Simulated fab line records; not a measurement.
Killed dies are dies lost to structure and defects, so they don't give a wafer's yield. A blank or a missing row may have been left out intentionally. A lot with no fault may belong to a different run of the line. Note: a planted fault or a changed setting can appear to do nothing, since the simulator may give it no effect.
Struck lot and sound lot, side by side || flow sky130 || 39 steps out of a route of 708
Sound: the wafers L138.2, L138.4, L138.5. The struck wafers were L142.1, L142.3, L142.6. The cause is given at the end.
For every step that has rows: the tool of each side, followed by ch and its chambers, followed by its first start. Under that, the readings that differ: sound wafers || struck wafers || difference of the means || sigmas: that difference in standard deviations of wafers without a fault.
alike: words and numbers the same on both sides, and readings whose means are apart by under 2 such deviations; not compared: readings that were withheld, readings missing a value for some wafer, numbers with overlapping values and no deviation given by the record, and bounds like >300 which may hide the same value.
Wherever a step has rows on one side only, a row that says differs or no value, or a row with sigmas, the two part there. When numbers do not overlap yet have no deviation, they are printed without sigmas and do not part them. A reading missing from all wafers of one side parts the sides only when that side holds two or more wafers.

SKY_POLY_GATE_ETCH_15: etches BARC in N2/H2, stops on SiO2, time 118.5 s, target depth 110 nm.
  sound on rie-diel-03 ch 0,1,3, day 16 04:00; struck on rie-diel-02 ch 0,1,2, day 17 15:03
  alike: drypump-motor-current-A, oes-product-au, throttle-valve-pct
  not compared: rf-hours-counter-h
SKY_POLY_GATE_ETCH_16: etches Si3N4 in CH3F/O2, stops on poly-Si, time 147.5 s, target depth 75 nm.
  sound on rie-diel-03 ch 0,1,3, day 16 04:05; struck on rie-diel-02 ch 0,1,2, day 17 15:08
  alike: drypump-motor-current-A, oes-product-au, throttle-valve-pct
  not compared: rf-hours-counter-h
then, 1 step without rows for these wafers: SKY_POLY_GATE_ETCH_17 (etches poly-Si in HBr/Cl2, stops on SiO2, target depth 180 nm, time 70.5 s).
SKY_POLY_GATE_STRIP_18: strips in O2/N2.
  sound on plasma-asher-03 ch 0,1, day 16 04:14; struck on plasma-asher-04 ch 0,1, day 17 15:17
  alike: drypump-motor-current-A, o2-flow-sccm, oes-product-au, strip-time-to-endpoint-s
  not compared: rf-hours-counter-h
then, 2 steps without rows for these wafers: SKY_POLY_GATE_CLEAN_19 (cleans in SC1/SC2, time 150 s); SKY_POLY_GATE_OXIDATION_20 (stabilise 600 s, purge 300 s, target thk 4 nm).
SKY_POLY_GATE_THK_MEAS_21:
  sound on film-metro-03 at day 16 06:31; struck on film-metro-01 at day 17 16:56
  alike: POLY_GATE_OXIDATION_THK
SKY_POLY_GATE_CD_MEAS_22:
  sound on cd-sem-02 at day 16 06:36; struck on cd-sem-01 at day 17 17:00
  alike: cd-nm
then, 4 steps without rows for these wafers: SKY_LDD_N_DEHYDRATE_00 (time 60 s); SKY_LDD_N_HMDS_01 (prime time 60 s); SKY_LDD_N_COAT_02 (resist thk 300 nm); SKY_LDD_N_SOFTBAKE_03 (time 60 s).
SKY_LDD_N_EXPOSE_04: exposes mask NTM, target cd 840 nm.
  sound on iline-stepper-02 ch 0, day 16 20:56; struck on iline-stepper-02 ch 0, day 18 08:04
{"reading": "mask", "sound": "NTM#0 NTM#0 NTM#0", "struck": "PSDM#0 PSDM#0 PSDM#0", "difference": "differs", "sigmas": ""}
then, 2 steps without rows for these wafers: SKY_LDD_N_PEB_05; SKY_LDD_N_DEVELOP_06 (develop time 60 s).
SKY_LDD_N_OVL_MEAS_07:
  sound on overlay-02 at day 17 11:20; struck on overlay-02 at day 18 23:03
{"reading": "LDD_N_OVL (nm)", "sound": "0.1 -1.7 0.5", "struck": "- - -", "difference": "no value on the struck wafers", "sigmas": ""}
then, 8 steps without rows for these wafers: SKY_LDD_N_IMPLANT_08; SKY_LDD_N_IMPLANT_09; SKY_LDD_N_IMPLANT_10; SKY_LDD_N_IMPLANT_11; SKY_LDD_N_IMPLANT_12; SKY_LDD_N_IMPLANT_13; SKY_LDD_N_IMPLANT_14; SKY_LDD_N_IMPLANT_15.
SKY_LDD_N_STRIP_16: strips in O2/N2.
  sound on plasma-asher-04 ch 0,1, day 17 12:34; struck on plasma-asher-02 ch 0,1, day 19 00:17
  alike: drypump-motor-current-A, o2-flow-sccm, oes-product-au, strip-time-to-endpoint-s
  not compared: rf-hours-counter-h
SKY_LDD_N_TW_MEAS_17:
  sound on film-metro-03 at day 17 12:40; struck on film-metro-01 at day 19 00:23
{"reading": "LDD_N_TW", "sound": "2572 2572 2575", "struck": "30 30 30", "difference": -2543, "sigmas": "-99 or more"}
then, 7 steps without rows for these wafers: SKY_LDD_P_DEHYDRATE_00 (time 60 s); SKY_LDD_P_HMDS_01 (prime time 60 s); SKY_LDD_P_COAT_02 (resist thk 1140 nm); SKY_LDD_P_SOFTBAKE_03 (time 60 s); SKY_LDD_P_EXPOSE_04 (exposes mask PSDM, target cd 380 nm); SKY_LDD_P_PEB_05; SKY_LDD_P_DEVELOP_06 (develop time 60 s).
SKY_LDD_P_CD_MEAS_07 targets a cd of 380 nm.
  sound on cd-sem-02 at day 18 18:25; struck on cd-sem-02 at day 20 07:41
  alike: cd-nm
SKY_LDD_P_OVL_MEAS_08:
  sound on overlay-02 at day 18 18:31; struck on overlay-02 at day 20 07:49
  alike: LDD_P_OVL
then, 1 step without rows for these wafers: SKY_LDD_P_IMPLANT_09.
SKY_LDD_P_STRIP_10: strips in O2/N2.
  sound on plasma-asher-01 ch 0,1, day 18 18:42; struck on plasma-asher-04 ch 0,1, day 20 08:00
  alike: drypump-motor-current-A, o2-flow-sccm, oes-product-au, strip-time-to-endpoint-s
  not compared: rf-hours-counter-h
SKY_LDD_P_TW_MEAS_11:
  sound on film-metro-04 at day 18 18:49; struck on film-metro-02 at day 20 08:06
{"reading": "LDD_P_TW", "sound": "630 631 633", "struck": "2594 2591 2588", "difference": "+1960", "sigmas": "+99 or more"}
then, 1 step without rows for these wafers: SKY_LDD_HVN_DEHYDRATE_00 (time 60 s).

== WHERE THEY PART ==
Earliest at SKY_LDD_N_EXPOSE_04; latest, in this record, at SKY_LDD_P_TW_MEAS_11.

WHY: what the simulator had put in
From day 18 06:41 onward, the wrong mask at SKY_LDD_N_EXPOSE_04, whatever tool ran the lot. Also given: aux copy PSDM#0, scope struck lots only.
